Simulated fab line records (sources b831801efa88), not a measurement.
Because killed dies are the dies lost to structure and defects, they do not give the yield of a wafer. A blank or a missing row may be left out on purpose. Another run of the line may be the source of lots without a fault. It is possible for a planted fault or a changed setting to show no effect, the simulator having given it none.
Which tool is to blame? / flow gf180mcu / at 1 step of a route of 602, 6 lots with 18 wafers sampled

WHAT THE GAUGES READ, wafer by wafer
GF_V2_THK_MEAS_25: measures by xrf.
lot=L350; measured=day 21 17:58; on=filmMetro-04; V2_W_THK (nm)=363 361 369
lot=L352; measured=day 22 12:56; on=filmMetro-01; V2_W_THK (nm)=350 353 354
lot=L354; measured=day 23 09:19; on=filmMetro-04; V2_W_THK (nm)=366 371 364
lot=L356; measured=day 24 05:01; on=filmMetro-04; V2_W_THK (nm)=363 361 361
lot=L365; measured=day 26 20:56; on=filmMetro-04; V2_W_THK (nm)=359 361 355
lot=L367; measured=day 27 10:57; on=filmMetro-01; V2_W_THK (nm)=353 359 359

TOOL THAT RAN EACH LOT (tool first, then ch and the chambers of the sampled wafers, then the start)
Record: no process step prior to these readings.

THE ANSWER, worked out from the rows above alone
Rule: the lots themselves supply what counts as usual. Put in order of their means at a reading, lots are off if they are a third of the lots or fewer, leave a main group of 4 or more, and stand apart from it by a gap of 3 or more times the standard deviation of the main group's means; of several such gaps the widest counts. If all means in a main group match to the digits the tables above print for the reading, that group is not used. A lot without any number at a reading at which 4 lots or more have one is off too. Any other lot the step has rows for is counted as sound.
Nothing can be told from this: no lot is off at any reading shown.

WHAT THE SIMULATOR HAD PUT IN
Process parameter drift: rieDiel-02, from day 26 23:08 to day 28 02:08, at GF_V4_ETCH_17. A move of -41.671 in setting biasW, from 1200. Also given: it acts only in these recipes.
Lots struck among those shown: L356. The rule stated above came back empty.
